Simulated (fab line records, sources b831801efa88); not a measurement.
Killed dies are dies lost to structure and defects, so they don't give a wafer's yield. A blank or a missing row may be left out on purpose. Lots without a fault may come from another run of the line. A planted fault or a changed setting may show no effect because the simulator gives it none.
Which tool did it? | flow sky130 | 11 lots, 33 wafers sampled, at 6 steps of a route of 708

WHAT THE GAUGES READ, wafer by wafer
SKY_POLY_GATE_OVL_MEAS_14. Usual: POLY_GATE_OVL 3 nm, standard deviation 5.6.
lot  | measured     | on         | POLY_GATE_OVL (nm) | flag
L886 | day 16 12:46 | overlay-01 | 2 5 7              |
L888 | day 18 09:03 | overlay-01 | 7 8 0              |
L890 | day 19 04:36 | overlay-01 | 1 -1 -9            |
L892 | day 19 08:45 | overlay-02 | -4 -11 -11         |
L893 | day 19 16:37 | overlay-02 | 3 17 16            |
L898 | day 21 09:03 | overlay-02 | -2 2 1             |
L899 | day 21 17:52 | overlay-02 | 9 -3 5             |
L901 | day 22 02:04 | overlay-02 | -1 4 8             |
L903 | day 23 16:16 | overlay-01 | 1 1 2              |
L904 | day 24 02:19 | overlay-02 | -2 -3 3            |
L906 | day 24 04:18 | overlay-02 | 6 8 7              |

SKY_LDD_HVP_OVL_MEAS_07. Usual: LDD_HVP_OVL 0.6 nm, standard deviation 1.5.
lot  | measured     | on         | LDD_HVP_OVL (nm) | flag
L886 | day 21 19:38 | overlay-02 | -0.7 0.5 -0.2    |
L888 | day 23 15:23 | overlay-02 | 1.7 -0.3 0.6     |
L890 | day 24 10:41 | overlay-01 | -1.1 0.3 -0.1    |
L892 | day 24 13:02 | overlay-01 | 0.5 -1.5 0.9     |
L893 | day 24 20:56 | overlay-01 | 0.5 -1.6 -0.1    |
L898 | day 26 11:08 | overlay-02 | 1.9 0.1 1.4      |
L899 | day 26 22:33 | overlay-02 | -0.3 1.0 1.2     |
L901 | day 27 02:53 | overlay-01 | 1.6 3.7 2.5      |
L903 | day 28 16:00 | overlay-01 | 2.0 0.9 1.4      |
L904 | day 29 02:26 | overlay-02 | 0.0 0.5 0.1      |
L906 | day 29 04:02 | overlay-02 | -1.2 0.7 0.9     |

SKY_SD_N_TW_MEAS_12. Usual: SD_N_TW 3994, standard deviation 28.
lot  | measured     | on            | SD_N_TW                       | flag
L886 | day 28 18:43 | film_metro-01 | 4038 4047 4046                |
L888 | day 29 20:00 | film_metro-02 | 3988 3984 3981                |
L890 | day 30 16:15 | film_metro-02 | 3964 3984 3957                |
L892 | day 30 18:00 | film_metro-01 | 4015 3989 3988                |
L893 | day 30 22:31 | film_metro-03 | 3989 3982 3985                |
L898 | day 32 12:15 | film_metro-01 | 3853 3895 3865 3870 3877 3866 | OFF
L899 | day 32 20:40 | film_metro-01 | 3983 3998 4009                |
L901 | day 33 03:28 | film_metro-03 | 3831 3848 3825 3834 3822 3836 | OFF
L903 | day 34 11:39 | film_metro-01 | 4026 4016 4031                |
L904 | day 34 19:50 | film_metro-01 | 4034 4025 4059                |
L906 | day 35 00:09 | film_metro-02 | 3958 3975 3978                |

SKY_SD_N_RS_MEAS_16: measures by four-point-probe. Usual: SD_N_RS 68.52 ohm/sq, standard deviation 0.13.
lot  | measured     | on            | SD_N_RS (ohm/sq)                    | flag
L886 | day 28 19:01 | film_metro-02 | 68.51 68.49 68.40                   |
L888 | day 29 20:17 | film_metro-03 | 68.49 68.57 68.34                   |
L890 | day 30 16:32 | film_metro-03 | 68.60 68.56 68.50                   |
L892 | day 30 18:17 | film_metro-03 | 68.53 68.55 68.46                   |
L893 | day 30 22:49 | film_metro-02 | 68.72 68.47 68.65                   |
L898 | day 32 14:49 | film_metro-03 | 81.32 81.45 81.19 81.30 81.15 81.31 | OFF
L899 | day 32 20:58 | film_metro-03 | 68.33 68.61 68.46                   |
L901 | day 33 06:08 | film_metro-02 | 81.55 81.46 81.95 81.56 81.59 81.92 | OFF
L903 | day 34 11:58 | film_metro-03 | 68.41 68.48 68.33                   |
L904 | day 34 20:08 | film_metro-03 | 68.51 68.49 68.47                   |
L906 | day 35 00:26 | film_metro-03 | 68.56 68.51 68.33                   |

WHICH TOOL RAN EACH LOT (tool, then ch and the chambers of the sampled wafers, then the start)
lot  | SKY_SD_N_IMPLANT_09             | SKY_SD_N_STRIP_11
L886 | implanter-04 ch 0, day 28 18:21 | plasma_asher-01 ch 0,1, day 28 18:38
L888 | implanter-03 ch 0, day 29 19:36 | plasma_asher-03 ch 0, day 29 19:54
L890 | implanter-04 ch 0, day 30 15:51 | plasma_asher-02 ch 0,1, day 30 16:09
L892 | implanter-04 ch 0, day 30 17:36 | plasma_asher-03 ch 0,1, day 30 17:54
L893 | implanter-01 ch 0, day 30 22:08 | plasma_asher-03 ch 0,1, day 30 22:24
L898 | implanter-04 ch 0, day 32 11:51 | plasma_asher-03 ch 0,1, day 32 12:09
L899 | implanter-03 ch 0, day 32 20:16 | plasma_asher-02 ch 0,1, day 32 20:32
L901 | implanter-04 ch 0, day 33 03:07 | plasma_asher-02 ch 0,1, day 33 03:22
L903 | implanter-03 ch 0, day 34 11:17 | plasma_asher-02 ch 0,1, day 34 11:34
L904 | implanter-01 ch 0, day 34 19:28 | plasma_asher-02 ch 0,1, day 34 19:44
L906 | implanter-03 ch 0, day 34 23:45 | plasma_asher-02 ch 0,1, day 35 00:03
- SKY_SD_N_IMPLANT_09
- SKY_SD_N_STRIP_11: strips in O2/N2.

WHAT THE TOOLS THEMSELVES READ (means of the sampled wafers that have a number; where no wafer has one, the mark that the record gives instead)
SKY_SD_N_IMPLANT_09. Usual: beam_on_s 18.5 s, standard deviation 0.92; dose_ions_cm2 4.001e+15, standard deviation 4e+12; faraday_current_uA 11862, standard deviation 580.
lot  | tool         | beam_on_s (s) | dose_ions_cm2 | faraday_current_uA | flag
L886 | implanter-04 | 19.2          | 3.996e+15     | 11439              |
L888 | implanter-03 | 18.6          | 4.001e+15     | 11755              |
L890 | implanter-04 | 19.3          | 3.997e+15     | 11298              |
L892 | implanter-04 | 19.0          | 3.993e+15     | 11602              |
L893 | implanter-01 | 17.1          | 4.000e+15     | 12795              |
L898 | implanter-04 | 10.1          | 1.764e+15     | 9521               | OFF
L899 | implanter-03 | 18.3          | 4.005e+15     | 11982              |
L901 | implanter-04 | 9.9           | 1.759e+15     | 9724               | OFF
L903 | implanter-03 | 18.1          | 3.999e+15     | 12124              |
L904 | implanter-01 | 17.0          | 4.002e+15     | 12781              |
L906 | implanter-03 | 18.3          | 4.000e+15     | 11951              |

SKY_SD_N_STRIP_11. Usual: drypump_motor_current_A 5.7 A, standard deviation 0.36; n2_flow_sccm 300.0 sccm, standard deviation 0.88; oes_product_au 0.527 a.u., standard deviation 0.0047; strip_time_to_endpoint_s 22.55 s, standard deviation 0.05.
lot  | tool            | drypump_motor_current_A (A) | n2_flow_sccm (sccm) | oes_product_au (a.u.) | strip_time_to_endpoint_s (s) | flag
L886 | plasma_asher-01 | 5.7                         | 300.3               | 0.530                 | 22.60                        |
L888 | plasma_asher-03 | 6.2                         | 300.8               | 0.528                 | 22.52                        |
L890 | plasma_asher-02 | 5.4                         | 301.1               | 0.526                 | 22.58                        |
L892 | plasma_asher-03 | 6.1                         | 298.5               | 0.529                 | 22.52                        |
L893 | plasma_asher-03 | 6.1                         | 299.2               | 0.531                 | 22.55                        |
L898 | plasma_asher-03 | 5.9                         | 300.9               | 0.569                 | 19.71                        | OFF
L899 | plasma_asher-02 | 5.6                         | 300.1               | 0.526                 | 22.49                        |
L901 | plasma_asher-02 | 5.6                         | 300.2               | 0.567                 | 19.71                        | OFF
L903 | plasma_asher-02 | 5.4                         | 300.2               | 0.526                 | 22.62                        |
L904 | plasma_asher-02 | 5.7                         | 300.5               | 0.522                 | 22.53                        |
L906 | plasma_asher-02 | 5.3                         | 300.1               | 0.528                 | 22.56                        |

THE ANSWER, worked out from the rows above alone
Rule: a lot is off if the mean of its wafers that have a number lies more than 3 standard deviations from the usual mean. A lot without any number at a reading at which 4 lots or more have one is off too. The other lots that the step has rows for count as sound. The gauges are gone through in route order, then the tools' own readings, and for those a lot's mean is taken as printed above. The first step at which some lot is off is used, and at that step the reading that is off furthest; a lot without a number counts as furthest.
Off: L898, L901, at SKY_SD_N_TW_MEAS_12 (SD_N_TW).
A tool fits if, at a process step before that reading, it ran every lot that is off, and no sound lot after the first of them. The gauges at SKY_SD_N_TW_MEAS_12 aren't tried: what is off there is off at SKY_SD_N_IMPLANT_09 too, on other tools, and a gauge's error can't cause that. One fits: implanter-04 at SKY_SD_N_IMPLANT_09. Its last sound lot is L892 (day 30 17:36), its first lot that is off L898 (day 32 11:51): a fault that began between those two fits.
The tool's own readings at SKY_SD_N_IMPLANT_09 bear it out: on the lots that are off they differ by more than 5 times the standard deviation of the sound lots' means. beam_on_s reads 10.0 s there against 18.3 s on the sound lots; dose_ions_cm2 reads 1.762e+15 there against 3.999e+15 on the sound lots.

WHAT THE SIMULATOR HAD PUT IN
Process parameter drift: implanter-04, from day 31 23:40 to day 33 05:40, at SKY_SD_N_IMPLANT_09. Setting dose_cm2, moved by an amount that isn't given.
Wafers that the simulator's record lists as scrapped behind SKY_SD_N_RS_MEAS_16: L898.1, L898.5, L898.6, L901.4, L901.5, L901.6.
Lots struck among those shown: L898, L901. The rule above found the same.
